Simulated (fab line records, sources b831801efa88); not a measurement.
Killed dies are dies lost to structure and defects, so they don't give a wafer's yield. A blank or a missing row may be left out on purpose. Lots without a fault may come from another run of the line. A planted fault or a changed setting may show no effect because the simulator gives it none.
Which tool did it? | flow sky130 | 9 lots, 27 wafers sampled, at 5 steps of a route of 708

WHAT THE GAUGES READ, wafer by wafer
SKY_METAL5_RS_MEAS_05: measures by four-point-probe. Usual: METAL5_ALCU_RS 0.0271 ohm/sq, standard deviation 0.00033.
lot  | measured     | on            | METAL5_ALCU_RS (ohm/sq) | flag
L630 | day 43 04:45 | film_metro-01 | 0.0270 0.0269 0.0270    |
L633 | day 43 18:45 | film_metro-03 | 0.0271 0.0270 0.0273    |
L635 | day 44 10:57 | film_metro-02 | 0.0274 0.0278 0.0272    |
L636 | day 44 21:15 | film_metro-01 | 0.0269 0.0269 0.0268    |
L644 | day 47 02:16 | film_metro-03 | 0.0267 0.0264 0.0263    |
L645 | day 47 06:56 | film_metro-03 | 0.0271 0.0269 0.0271    |
L646 | day 47 10:59 | film_metro-03 | 0.0271 0.0300 0.0267    |
L647 | day 47 13:37 | film_metro-01 | 0.0275 0.0275 0.0279    |
L648 | day 47 20:22 | film_metro-02 | 0.0271 0.0271 0.0271    |

SKY_METAL5_THK_MEAS_06: measures by xrf. Usual: METAL5_ALCU_THK 1151 nm, standard deviation 14.
lot  | measured     | on            | METAL5_ALCU_THK (nm) | flag
L630 | day 43 04:52 | film_metro-01 | 1151 1162 1149       |
L633 | day 43 18:52 | film_metro-03 | 1156 1158 1148       |
L635 | day 44 11:04 | film_metro-02 | 1147 1128 1154       |
L636 | day 44 21:22 | film_metro-01 | 1167 1160 1164       |
L644 | day 47 02:23 | film_metro-03 | 1159 1177 1181       |
L645 | day 47 07:04 | film_metro-03 | 1144 1151 1147       |
L646 | day 47 11:05 | film_metro-03 | 1145 1043 1159       |
L647 | day 47 13:44 | film_metro-01 | 1127 1137 1119       |
L648 | day 47 20:28 | film_metro-02 | 1166 1166 1168       |

WHICH TOOL RAN EACH LOT (tool, then ch and the chambers of the sampled wafers, then the start)
lot  | SKY_CAP2M_METAL_ETCH_13           | SKY_VIA4_ETCH_12                   | SKY_METAL5_SPUTTER_02
L630 | rie_metal-02 ch 0,1, day 41 01:41 | rie_diel-01 ch 0,1,2, day 43 03:01 | pvd_sputter-03, day 43 04:36
L633 | rie_metal-01 ch 0, day 41 17:28   | rie_diel-01 ch 2,3, day 43 17:13   | pvd_sputter-04, day 43 18:38
L635 | rie_metal-01 ch 0,1, day 42 08:47 | rie_diel-02 ch 0,1,2, day 44 09:26 | pvd_sputter-04, day 44 10:50
L636 | rie_metal-01 ch 0,1, day 42 19:38 | rie_diel-04 ch 1,3, day 44 18:55   | pvd_sputter-03, day 44 21:07
L644 | rie_metal-02 ch 0, day 45 05:16   | rie_diel-02 ch 0,2,3, day 47 00:44 | pvd_sputter-01, day 47 02:08
L645 | rie_metal-01 ch 0,1, day 45 09:16 | rie_diel-02 ch 0,2,3, day 47 04:49 | pvd_sputter-04, day 47 06:50
L646 | rie_metal-01 ch 0,1, day 45 13:21 | rie_diel-01 ch 0,3, day 47 08:49   | pvd_sputter-03, day 47 10:49
L647 | rie_metal-02 ch 0,1, day 45 17:49 | rie_diel-02 ch 1,2, day 47 11:35   | pvd_sputter-04, day 47 13:31
L648 | rie_metal-03 ch 0,1, day 46 01:16 | rie_diel-02 ch 1,2,3, day 47 18:23 | pvd_sputter-04, day 47 20:13
- SKY_CAP2M_METAL_ETCH_13: etches TiN in Cl2/BCl3, stops on SiO2, target depth 220 nm, time 62.9 s.
- SKY_VIA4_ETCH_12: etches SiO2 in C4F8/O2/Ar, stops on TiN, target depth 580 nm.
- SKY_METAL5_SPUTTER_02: material AlCu, target thk 1150 nm, time 61.2 s.

WHAT THE TOOLS THEMSELVES READ (means of the sampled wafers that have a number; where no wafer has one, the mark that the record gives instead)
SKY_CAP2M_METAL_ETCH_13. Usual: bias_w 48.50 W, standard deviation 0.13; drypump_motor_current_A 5.9 A, standard deviation 0.43; oes_product_au 0.943 a.u., standard deviation 0.0077; throttle_valve_pct 21.900 %, standard deviation 0.0099.
lot  | tool         | bias_w (W) | drypump_motor_current_A (A) | oes_product_au (a.u.) | throttle_valve_pct (%) | flag
L630 | rie_metal-02 | 48.44      | 5.8                         | 0.948                 | 21.894                 |
L633 | rie_metal-01 | 48.34      | 6.3                         | 0.943                 | 21.894                 |
L635 | rie_metal-01 | 48.43      | 6.0                         | 0.941                 | 21.893                 |
L636 | rie_metal-01 | 48.48      | 5.8                         | 0.938                 | 21.904                 |
L644 | rie_metal-02 | 48.52      | 6.2                         | 0.950                 | 21.895                 |
L645 | rie_metal-01 | 48.48      | 5.8                         | 0.930                 | 21.894                 |
L646 | rie_metal-01 | 48.48      | 6.0                         | 0.943                 | 21.891                 |
L647 | rie_metal-02 | 48.56      | 5.9                         | 0.941                 | 21.905                 |
L648 | rie_metal-03 | 48.59      | 6.0                         | 0.935                 | 21.912                 |

SKY_VIA4_ETCH_12. Usual: bias_w 1200 W, standard deviation 3.6; oes_product_au 0.926 a.u., standard deviation 0.0052.
lot  | tool        | bias_w (W) | oes_product_au (a.u.) | flag
L630 | rie_diel-01 | 1199       | 0.931                 |
L633 | rie_diel-01 | 1204       | 0.925                 |
L635 | rie_diel-02 | 1197       | 0.922                 |
L636 | rie_diel-04 | 1202       | 0.926                 |
L644 | rie_diel-02 | 1197       | 0.926                 |
L645 | rie_diel-02 | 1198       | 0.927                 |
L646 | rie_diel-01 | 1203       | 0.925                 |
L647 | rie_diel-02 | 1202       | 0.930                 |
L648 | rie_diel-02 | 1202       | 0.924                 |

SKY_METAL5_SPUTTER_02. Usual: throttle_valve_pct 30.2 %, standard deviation 1.4.
lot  | tool           | throttle_valve_pct (%) | flag
L630 | pvd_sputter-03 | 29.9                   |
L633 | pvd_sputter-04 | 30.3                   |
L635 | pvd_sputter-04 | 31.0                   |
L636 | pvd_sputter-03 | 31.2                   |
L644 | pvd_sputter-01 | 29.4                   |
L645 | pvd_sputter-04 | 30.9                   |
L646 | pvd_sputter-03 | 30.6                   |
L647 | pvd_sputter-04 | 30.8                   |
L648 | pvd_sputter-04 | 30.3                   |

THE ANSWER, worked out from the rows above alone
Rule: a lot is off if the mean of its wafers that have a number lies more than 3 standard deviations from the usual mean. A lot without any number at a reading at which 4 lots or more have one is off too. The other lots that the step has rows for count as sound. The gauges are gone through in route order, then the tools' own readings, and for those a lot's mean is taken as printed above. The first step at which some lot is off is used, and at that step the reading that is off furthest; a lot without a number counts as furthest.
No lot is off at any reading shown: from this, nothing can be told.

WHAT THE SIMULATOR HAD PUT IN
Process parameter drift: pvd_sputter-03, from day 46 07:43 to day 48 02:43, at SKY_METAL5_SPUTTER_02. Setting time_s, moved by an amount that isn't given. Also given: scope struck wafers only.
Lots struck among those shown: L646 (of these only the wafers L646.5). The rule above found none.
